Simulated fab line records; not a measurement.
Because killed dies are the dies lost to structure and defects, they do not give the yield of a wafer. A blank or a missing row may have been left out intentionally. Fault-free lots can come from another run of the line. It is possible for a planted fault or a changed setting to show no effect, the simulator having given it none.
fab line records + flow sky130
record:
- lots: 5
- wafers: 13
- last_day: 50
route steps=708 shown METAL2@497 VIA2@507 METAL3@532 CAPM@537 PAD_OPEN@708
lots that met no fault: taken from a fault-free run of the same line
start_h: the number of hours between the record's first day and the start of the first shown wafer of the lot + wait_h: time in hours since the lot's previous step + " the same as in the row above + L1.1+2: a single row standing in for several wafers + - no value present, or no start provided + * or withheld: withheld + < > ~ a bound
route shown NAME@n: a module of which the file shows steps, and the number in the route of the first + usual: mean/standard deviation taken from wafers without a fault + same: alike in all rows + chamber/n: place in a boat + sites: each site's reading + _std_site: standard deviation across them + _edge_site: the outer-site mean with the inner-site mean subtracted + radius_mm: for every site, how far away it sits from the centre of the wafer + mask NAME#n: copy n + behind: the last tool/chamber to shape the wafer + hold: the reason the lot was held/the length of the hold in hours/how it ended + device: the transistor (n, p or np) that didn't switch + end of line: at the end of the route, the tests of the same wafers + a step given without rows: its recipe and nothing more + killed: dies lost to structure and defects at the first sort, not the wafer's yield + map: dies across one wafer; x = killed, . = not, _ = none there
set.NAME: setting as actually run; set.NAME@STEP: the setting as run at that earlier step + model.NAME: the simulator's own value behind a step, which no gauge read
certain route steps with their lots: each step a table, each wafer a row
services: the hour from which a tool's chamber was out of use, counted from the record's first day as start_h (under 0 if before that day), plus the number of hours and why
== steps ==
step: SKY_METAL2_DEVELOP_14
recipe:
- develop_time_s: 60
- resist: KrF-thick
- dev_temp_c: 21
step: SKY_METAL2_DESCUM_17
recipe:
- chemistry: O2
- source_power_w: 150
- bias_power_w: 0
- pressure_mtorr: 10
- temp_c: 40
- time_s: 8
step: SKY_METAL2_ETCH_18
recipe:
- chemistry: N2/H2
- target: BARC
- ion_energy_ev: 200
- bias_w: 100
- pressure_mtorr: 30
- n2_flow_sccm: 100
- h2_flow_sccm: 200
- icp_w: 500
- stop_on: SiO2
- time_s: 45.9
- target_depth_a: 600
step: SKY_METAL2_METAL_ETCH_19
recipe:
- target_depth_a: 3600
- stop_on: SiO2
- over_etch_frac: 0.3
- time_s: 78
- chemistry: Cl2/BCl3
- resist_sidewall_deg: 88
- pressure_mtorr: 10
- icp_w: 900
- bias_w: 48.5
- Cl2_flow_sccm: 60
- bcl3_flow_sccm: 30
step: SKY_METAL2_STRIP_20
recipe:
- chemistry: O2/N2
- power_w: 1400
- pressure_mtorr: 1500
- platen_temp_c: withheld
- o2_flow_sccm: 3000
- n2_flow_sccm: 300
- overash_fraction: 0.5
step: SKY_METAL2_STRIP_21
recipe:
- chemistry: post_etch_residue_remover
- time_s: 1200
- temp_c: 72.5
step: SKY_METAL2_CLEAN_22
recipe:
- chemistry: IPA
- time_s: 180
- temp_c: 25
step: SKY_METAL2_CLEAN_23
recipe:
- chemistry: O3/DIW
- dry: n2_spin
step: SKY_VIA2_HDPCVD_00
recipe:
- material: SiO2
- target_thk_nm: 1180
- sigma_open_frac: 0.3
- time_s: 196.7
- temp_c: 400
- sih4_flow_sccm: 60
- pressure_mtorr: 6
step: SKY_VIA2_CMP_02
recipe:
- material: SiO2
- down_force_psi: 4
- platen_rpm: 60
- pad_velocity_m_s: 0.94248
usual:
- motor_current_A: 12.1/0.82
- platen_rpm: 60.00/0.039
| lot.wafer | tool   | chamber | start_h | wait_h | motor_current_A | platen_rpm | model.SiO2_of_VIA2_HDPCVD_00.thk_nm |
|-----------|--------|---------|---------|--------|-----------------|------------|-------------------------------------|
| L518.2    | cmp-01 | 1       | 900.50  | 0.1    | 11.5            | 59.97      | 544.7                               |
| L518.1    | "      | 2       | "       | "      | 12.6            | 59.94      | 496.4                               |
| L520.3    | cmp-01 | 3       | 917.38  | 0.1    | 11.8            | 59.99      | 496                                 |
| L520.2    | "      | 0       | "       | "      | 11.8            | 60.05      | 544.3                               |
| L521.4    | cmp-01 | 1       | 925.93  | 0.1    | 11.9            | 60.02      | 542.9                               |
| L521.1    | "      | 2       | "       | "      | 11.9            | 59.99      | 495.1                               |
| L521.5    | "      | 0       | "       | "      | 11.8            | 59.98      | 494.4                               |
| L531.3    | cmp-01 | 3       | 990.60  | 0.2    | 12.2            | 60.09      | 495.7                               |
| L531.2    | "      | 2       | "       | "      | 11.6            | 60.03      | 494.8                               |
| L531.6    | "      | 3       | "       | "      | 12.2            | 60.03      | 496.1                               |
| L530.3    | cmp-01 | 0       | 993.91  | 1.0    | 12.2            | 59.97      | 494.4                               |
| L530.6    | "      | 1       | "       | "      | 11.3            | 59.99      | 495.5                               |
| L530.5    | "      | 2       | "       | "      | 12.4            | 60.02      | 495.3                               |
step: SKY_VIA2_DEHYDRATE_04
recipe:
- temp_c: 200
- time_s: 60
step: SKY_VIA2_HMDS_05
recipe:
- prime_time_s: 60
- prime_temp_c: 120
step: SKY_VIA2_COAT_06
recipe:
- resist: BARC
- temp_c: withheld
- time_s: withheld
- spin_rpm: 3000
- resist_thk_nm: 60
step: SKY_VIA2_COAT_07
recipe:
- resist: KrF-thick
- spin_rpm: 3000
- resist_thk_nm: 450
step: SKY_VIA2_SOFTBAKE_08
recipe:
- temp_c: 100
- time_s: 90
- resist: KrF-thick
step: SKY_VIA2_EXPOSE_09
recipe:
- mask_id: VIM2
- na: 0.8
- source_shape: annular
- sigma_inner: 0.55
- sigma_outer: 0.85
- target_cd_nm: 200
- dose_mj: 38
step: SKY_VIA2_PEB_10
recipe:
- peb_temp_c: withheld
- peb_time_s: withheld
- resist: KrF-thick
step: SKY_VIA2_DEVELOP_11
recipe:
- develop_time_s: 60
- resist: KrF-thick
- dev_temp_c: 21
step: SKY_VIA2_ETCH_14
recipe:
- chemistry: N2/H2
- target: BARC
- ion_energy_ev: 200
- source_w: 500
- bias_w: 100
- pressure_mtorr: 30
- n2_flow_sccm: 100
- h2_flow_sccm: 200
- stop_on: SiO2
- time_s: 45.9
- target_depth_a: 600
step: SKY_VIA2_ETCH_15
recipe:
- target: SiO2
- chemistry: C4F8/O2/Ar
- target_depth_nm: 546
- stop_on: TiN
- mask_material: KrF-thick
- source_w: 1500
- bias_w: 1200
- pressure_mtorr: 40
- c4f8_flow_sccm: withheld
- O2_flow_sccm: 6
- Ar_flow_sccm: 300
- time_s: 84
usual:
- oes_product_au: 0.940/0.0047
| lot.wafer | tool        | chamber | start_h | wait_h | oes_product_au | rf_hours_counter_h | model.VIA2.feature_depth_nm | model.etch.depth_nm |
|-----------|-------------|---------|---------|--------|----------------|--------------------|-----------------------------|---------------------|
| L518.1    | rie_diel-01 | 2       | 925.91  | 0.0    | 0.943          | 19                 | 496.4                       | 496.4               |
| L518.2    | "           | 3       | "       | "      | 0.989          | 17                 | 544.7                       | 544.7               |
| L520.2    | rie_diel-01 | 0       | 942.33  | 0.0    | 0.990          | 5                  | 544.3                       | 544.3               |
| L520.3    | "           | 1       | "       | "      | 0.937          | 10                 | 496                         | 496                 |
| L521.1    | rie_diel-01 | 2       | 949.93  | 0.0    | 0.944          | 20                 | 495.1                       | 495.1               |
| L521.4    | "           | 3       | "       | "      | 0.991          | 18                 | 542.9                       | 542.9               |
| L521.5    | "           | 0       | "       | "      | 0.940          | -                  | 494.4                       | 494.4               |
| L531.2    | rie_diel-01 | 3       | 1013.77 | 0.0    | 0.944          | 20                 | 494.8                       | 494.8               |
| L531.3    | "           | 1       | "       | "      | 0.938          | 12                 | 495.7                       | 495.7               |
| L531.6    | "           | 2       | "       | "      | 0.943          | -                  | 496.1                       | 496.1               |
| L530.3    | rie_diel-01 | 3       | 1017.27 | 0.0    | 0.936          | 20                 | 494.4                       | 494.4               |
| L530.5    | "           | 1       | "       | "      | 0.935          | -                  | 495.3                       | 495.3               |
| L530.6    | "           | 2       | "       | "      | 0.935          | -                  | 495.5                       | 495.5               |
step: SKY_VIA2_STRIP_16
recipe:
- chemistry: O2/N2
- power_w: 1400
- pressure_mtorr: 1500
- platen_temp_c: withheld
- o2_flow_sccm: 3000
- n2_flow_sccm: 300
- overash_fraction: 0.5
step: SKY_VIA2_STRIP_17
recipe:
- chemistry: post_etch_residue_remover
- time_s: 1200
- temp_c: 72.5
step: SKY_VIA2_CLEAN_18
recipe:
- chemistry: IPA
- time_s: 180
- temp_c: 25
step: SKY_VIA2_CLEAN_19
recipe:
- chemistry: O3/DIW
- dry: n2_spin
step: SKY_VIA2_SPUTTER_20
recipe:
- material: TiN
- target_thk_nm: 20
- chamber_pressure_pa: 5
- power_w: 4000
- time_s: 80
step: SKY_VIA2_CVD_21
recipe:
- material: W
- target_thk_nm: 420
- time_s: 126.4
- temp_c: 400
- pressure_torr: 40
step: SKY_VIA2_CMP_24
recipe:
- stop_on: SiO2
- t_overpolish_s: 20
- down_force_psi: 3.5
- platen_rpm: 60
- target_thk_nm: 0
- pad_velocity_m_s: 0.94248
step: SKY_METAL3_SPUTTER_00
recipe:
- material: Ti
- target_thk_nm: 15
- power_w: 3000
- time_s: 10
- chamber_pressure_pa: 0.4
step: SKY_METAL3_SPUTTER_01
recipe:
- material: TiN
- target_thk_nm: 20
- power_w: 6500
- time_s: 16.7
- chamber_pressure_pa: 0.4
step: SKY_METAL3_SPUTTER_02
recipe:
- material: AlCu
- target_thk_nm: 735
- power_w: 10600
- time_s: 39.1
- chamber_pressure_pa: 0.4
step: SKY_METAL3_SPUTTER_03
recipe:
- material: Ti
- target_thk_nm: 5
- power_w: 3000
- time_s: 3.3
- chamber_pressure_pa: 0.4
step: SKY_METAL3_SPUTTER_04
recipe:
- material: TiN
- target_thk_nm: 70
- power_w: 6500
- time_s: 58.3
- chamber_pressure_pa: 0.4
step: SKY_CAPM_CVD_00
recipe:
- material: SiO2
- target_thk_nm: 15.5
- temp_c: 400
- time_s: withheld
- rf_w: 450
step: SKY_METAL3_METAL_ETCH_18
recipe:
- target_depth_a: 8450
- stop_on: SiO2
- over_etch_frac: 0.3
- time_s: 183.1
- chemistry: Cl2/BCl3
- resist_sidewall_deg: 88
- pressure_mtorr: 10
- icp_w: 900
- bias_w: 48.5
- Cl2_flow_sccm: 60
- bcl3_flow_sccm: 30
usual:
- drypump_motor_current_A: 5.57/0.25
- oes_product_au: 0.864/0.0071
- throttle_valve_pct: 22.265/0.0098
| lot.wafer | tool         | chamber | start_h | wait_h | drypump_motor_current_A | oes_product_au | rf_hours_counter_h | throttle_valve_pct | model.SiO2_of_VIA2_HDPCVD_00.thk_nm |
|-----------|--------------|---------|---------|--------|-------------------------|----------------|--------------------|--------------------|-------------------------------------|
| L518.1    | rie_metal-02 | 1       | 975.44  | 0.0    | 5.83                    | 0.866          | 6                  | 22.264             | 466.5                               |
| L518.2    | "            | 0       | "       | "      | 5.27                    | 0.869          | 15                 | 22.252             | 515.3                               |
| L520.2    | rie_metal-02 | 1       | 993.07  | 0.0    | 5.80                    | 0.863          | 7                  | 22.254             | 514.3                               |
| L520.3    | "            | 1       | "       | "      | 5.79                    | 0.868          | -                  | 22.260             | 466.2                               |
| L521.1    | rie_metal-02 | 1       | 998.87  | 0.0    | 5.83                    | 0.876          | 7                  | 22.235             | 465.2                               |
| L521.4    | "            | 1       | "       | "      | 5.81                    | 0.874          | -                  | 22.257             | 513                                 |
| L521.5    | "            | 1       | "       | "      | 5.81                    | 0.865          | -                  | 22.259             | 464.4                               |
| L531.2    | rie_metal-02 | 0       | 1060.59 | 0.0    | 5.28                    | 0.876          | 20                 | 22.279             | 465.2                               |
| L531.3    | "            | 0       | "       | "      | 5.27                    | 0.867          | -                  | 22.271             | 466.1                               |
| L531.6    | "            | 0       | "       | "      | 5.30                    | 0.873          | -                  | 22.272             | 466.3                               |
| L530.3    | rie_metal-02 | 1       | 1064.42 | 0.1    | 5.82                    | 0.855          | -                  | 22.253             | 464.6                               |
| L530.5    | "            | 1       | "       | "      | 5.81                    | 0.861          | -                  | 22.258             | 465.5                               |
| L530.6    | "            | 0       | "       | "      | 5.27                    | 0.861          | -                  | 22.244             | 465.8                               |
step: SKY_PAD_OPEN_PROBE_99
usual:
- defect_limited_yield: 82.4/2
- killed_at_M0_to_M3: 44/6.5
- killed_at_M4_up: 3.3/1.7
- killed_at_contacts: 25/5.3
- killed_at_front_end: 15/5
- killed_dies: 87/9.9
- killed_open: 47/8
- killed_short: 39/6.1
- sort_bin_3_pad_short: 0.9/0.43
- sort_bin_5_function: 10.4/1.5
- sort_bin_6_memory: 6.2/1.2
- sort_n_pass: 405/9.9
- sort_yield_pct: 82.4/2
same:
- gross_dies: 492
- killed_at_back_side: 0
- killed_at_other: 0
- sort_bin_4_leakage[%]: 0
- sort_bin_8_speed[%]: 0
| lot.wafer | tool      | chamber | start_h | wait_h | defect_limited_yield[%] | killed_at_M0_to_M3 | killed_at_M4_up | killed_at_contacts | killed_at_front_end | killed_dies | killed_open | killed_short | sort_bin_3_pad_short[%] | sort_bin_5_function[%] | sort_bin_6_memory[%] | sort_n_pass | sort_yield_pct[%] |
|-----------|-----------|---------|---------|--------|-------------------------|--------------------|-----------------|--------------------|---------------------|-------------|-------------|--------------|-------------------------|------------------------|----------------------|-------------|-------------------|
| L518.1    | prober-01 | -       | 1135.24 | 0.1    | 79.7                    | 50                 | 3               | 38                 | 9                   | 100         | 57          | 43           | 1.2                     | 11.8                   | 7.3                  | 392         | 79.7              |
| L518.2    | prober-01 | -       | 1135.29 | 0.1    | 82.5                    | 47                 | 2               | 20                 | 17                  | 86          | 46          | 40           | 0.8                     | 10.8                   | 5.9                  | 406         | 82.5              |
| L520.2    | prober-01 | -       | 1151.27 | 0.1    | 86.0                    | 30                 | 3               | 18                 | 18                  | 69          | 29          | 40           | 0.4                     | 7.3                    | 6.3                  | 423         | 86.0              |
| L520.3    | prober-01 | -       | 1151.32 | 0.2    | 85.8                    | 42                 | 5               | 10                 | 13                  | 70          | 35          | 35           | 1.2                     | 8.1                    | 4.9                  | 422         | 85.8              |
| L521.1    | prober-02 | -       | 1154.23 | 0.1    | 82.9                    | 41                 | 2               | 28                 | 13                  | 84          | 34          | 50           | 1.0                     | 9.1                    | 6.9                  | 408         | 82.9              |
| L521.4    | prober-02 | -       | 1154.38 | 0.2    | 80.3                    | 49                 | 4               | 24                 | 20                  | 97          | 54          | 43           | 1.6                     | 11.4                   | 6.7                  | 395         | 80.3              |
| L521.5    | prober-02 | -       | 1154.43 | 0.2    | 82.7                    | 48                 | 2               | 29                 | 6                   | 85          | 45          | 40           | 1.0                     | 10.4                   | 5.9                  | 407         | 82.7              |
| L531.2    | prober-02 | -       | 1200.44 | 0.1    | 83.7                    | 40                 | 4               | 25                 | 11                  | 80          | 43          | 37           | 0.6                     | 9.6                    | 6.1                  | 412         | 83.7              |
| L531.3    | prober-02 | -       | 1200.49 | 0.2    | 78.5                    | 49                 | 4               | 28                 | 25                  | 106         | 54          | 52           | 0.8                     | 12.8                   | 7.9                  | 386         | 78.5              |
| L531.6    | prober-02 | -       | 1200.64 | 0.2    | 85.2                    | 43                 | 4               | 19                 | 7                   | 73          | 44          | 29           | 1.0                     | 9.6                    | 4.3                  | 419         | 85.2              |
| L530.3    | prober-02 | -       | 1203.73 | 0.2    | 83.3                    | 39                 | 1               | 24                 | 18                  | 82          | 46          | 36           | 0.4                     | 10.0                   | 6.3                  | 410         | 83.3              |
| L530.5    | prober-02 | -       | 1203.83 | 0.2    | 82.7                    | 31                 | 6               | 36                 | 12                  | 85          | 55          | 30           | 0                       | 10.6                   | 6.7                  | 407         | 82.7              |
| L530.6    | prober-02 | -       | 1203.88 | 0.2    | 86.6                    | 32                 | 2               | 25                 | 7                   | 66          | 36          | 30           | 0.8                     | 8.3                    | 4.3                  | 426         | 86.6              |
killed by level:class
L518.1 LI_CONTACT:geometric_particle:open=18 CONTACT:geometric_particle:open=10 VIA1:geometric_particle:open=8 METAL2:geometric_particle:short=7 VIA2:geometric_particle:open=7 VIA3:geometric_particle:open=7 METAL1:geometric_particle:short=6 VIA2:geometric_particle:short=5
L518.2 VIA1:geometric_particle:open=10 VIA2:geometric_particle:open=8 POLY_GATE:geometric_particle:open=6 METAL1:geometric_particle:short=6 LI_CONTACT:geometric_particle:open=6 VIA2:geometric_particle:short=6 POLY_GATE:geometric_particle:short=5 VIA1:geometric_particle:short=5
L520.2 CONTACT:geometric_particle:open=8 VIA1:geometric_particle:open=7 METAL1:geometric_particle:short=6 VIA3:geometric_particle:short=5 FIELD_ISO:geometric_particle:short=4 POLY_GATE:geometric_particle:short=4 POLY_GATE:geometric_particle:open=4 LOCAL_INTERCONNECT:geometric_particle:short=4
L520.3 VIA1:geometric_particle:open=11 METAL1:geometric_particle:short=6 METAL2:geometric_particle:short=4 VIA2:geometric_particle:open=4 VIA3:geometric_particle:short=4 METAL4:geometric_particle:short=4 FIELD_ISO:geometric_particle:open=3 FIELD_ISO:geometric_particle:short=3
L521.1 METAL1:geometric_particle:short=12 LI_CONTACT:geometric_particle:open=10 CONTACT:geometric_particle:open=9 VIA1:geometric_particle:open=7 FIELD_ISO:geometric_particle:short=5 POLY_GATE:geometric_particle:short=5 CONTACT:geometric_particle:short=5 VIA1:geometric_particle:short=5
L521.4 VIA1:geometric_particle:open=10 CONTACT:geometric_particle:open=9 VIA3:geometric_particle:open=9 VIA1:geometric_particle:short=8 METAL2:geometric_particle:short=6 FIELD_ISO:geometric_particle:open=5 LOCAL_INTERCONNECT:geometric_particle:short=5 FIELD_ISO:geometric_particle:short=4
L521.5 VIA1:geometric_particle:open=16 LI_CONTACT:geometric_particle:open=8 CONTACT:geometric_particle:open=7 METAL2:geometric_particle:short=6 VIA2:geometric_particle:open=6 LOCAL_INTERCONNECT:geometric_particle:short=5 CONTACT:geometric_particle:short=5 LI_CONTACT:geometric_particle:short=4
L531.2 VIA1:geometric_particle:open=10 CONTACT:geometric_particle:open=8 LI_CONTACT:geometric_particle:open=6 LOCAL_INTERCONNECT:geometric_particle:short=5 METAL1:geometric_particle:short=4 VIA1:geometric_particle:short=4 VIA2:geometric_particle:open=4 VIA3:geometric_particle:open=4
L531.3 CONTACT:geometric_particle:open=12 VIA1:geometric_particle:open=11 FIELD_ISO:geometric_particle:open=7 POLY_GATE:geometric_particle:short=7 VIA2:geometric_particle:short=6 FIELD_ISO:geometric_particle:short=5 POLY_GATE:geometric_particle:open=5 LOCAL_INTERCONNECT:geometric_particle:short=5
L531.6 VIA1:geometric_particle:open=14 CONTACT:geometric_particle:open=8 CONTACT:geometric_particle:short=5 VIA2:geometric_particle:open=5 VIA1:geometric_particle:short=4 METAL2:geometric_particle:short=4 FIELD_ISO:geometric_particle:open=3 METAL1:geometric_particle:short=3
L530.3 CONTACT:geometric_particle:open=13 VIA2:geometric_particle:open=8 FIELD_ISO:geometric_particle:short=7 VIA3:geometric_particle:open=7 METAL1:geometric_particle:short=6 METAL2:geometric_particle:short=6 VIA1:geometric_particle:open=5 LI_CONTACT:geometric_particle:open=4
L530.5 CONTACT:geometric_particle:open=20 VIA3:geometric_particle:open=9 LI_CONTACT:geometric_particle:open=8 VIA2:geometric_particle:open=6 FIELD_ISO:geometric_particle:short=5 CONTACT:geometric_particle:short=5 VIA1:geometric_particle:open=5 METAL4:geometric_particle:short=5
L530.6 CONTACT:geometric_particle:open=9 VIA3:geometric_particle:open=7 LI_CONTACT:geometric_particle:open=6 METAL3:geometric_particle:short=6 LOCAL_INTERCONNECT:geometric_particle:short=5 VIA1:geometric_particle:open=5 VIA2:geometric_particle:short=4 VIA2:geometric_particle:open=4
== services ==
| tool        | chamber | start_h | hours | kind                           |
|-------------|---------|---------|-------|--------------------------------|
| cmp-01      | -       | 900.88  | 0.4   | repair                         |
| rie_diel-01 | 0       | 901.89  | 1.3   | repair                         |
| cmp-01      | -       | 912.00  | 4.0   | pm                             |
| cmp-01      | -       | 916.00  | -     | consumable_replace:conditioner |
| cmp-01      | -       | 916.00  | -     | consumable_replace:pad         |
| rie_diel-01 | 1       | 917.03  | 2.5   | repair                         |
| cmp-01      | -       | 936.08  | 2.0   | repair                         |
| cmp-01      | -       | 974.10  | 1.0   | repair                         |
| rie_diel-01 | 2       | 979.89  | 3.0   | repair                         |
| cmp-01      | -       | 983.39  | 4.4   | pm                             |
| rie_diel-01 | 1       | 1025.76 | 5.8   | repair                         |
== key ==
first_sign:
- step: SKY_VIA2_ETCH_15
- reading: oes_product_au
- direction: up
- sigmas: 11
- usual: 0.940
- struck: 0.990
effect none on later readings
model_effect:
- step: SKY_VIA2_CMP_02
- value: SiO2_of_VIA2_HDPCVD_00.thk_nm
- without: 494.5
- struck: 544
model_effect:
- step: SKY_VIA2_ETCH_15
- value: VIA2.feature_depth_nm
- without: 494.5
- struck: 544
model_effect:
- step: SKY_METAL3_METAL_ETCH_18
- value: SiO2_of_VIA2_HDPCVD_00.thk_nm
- without: 464.7
- struck: 514.2
met_at SKY_VIA2_CMP_02
struck_wafers L518.2,L520.2,L521.4
fault:
- kind: process_parameter_drift
- tool: cmp-01
- chamber: -
- onset_h: 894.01
- steps: SKY_VIA2_CMP_02
- channel: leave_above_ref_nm
- offset: 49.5
- shape: step
- end_h: 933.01
- scope: struck_wafers_only
- acts_in: these_recipes_only
- stated: 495
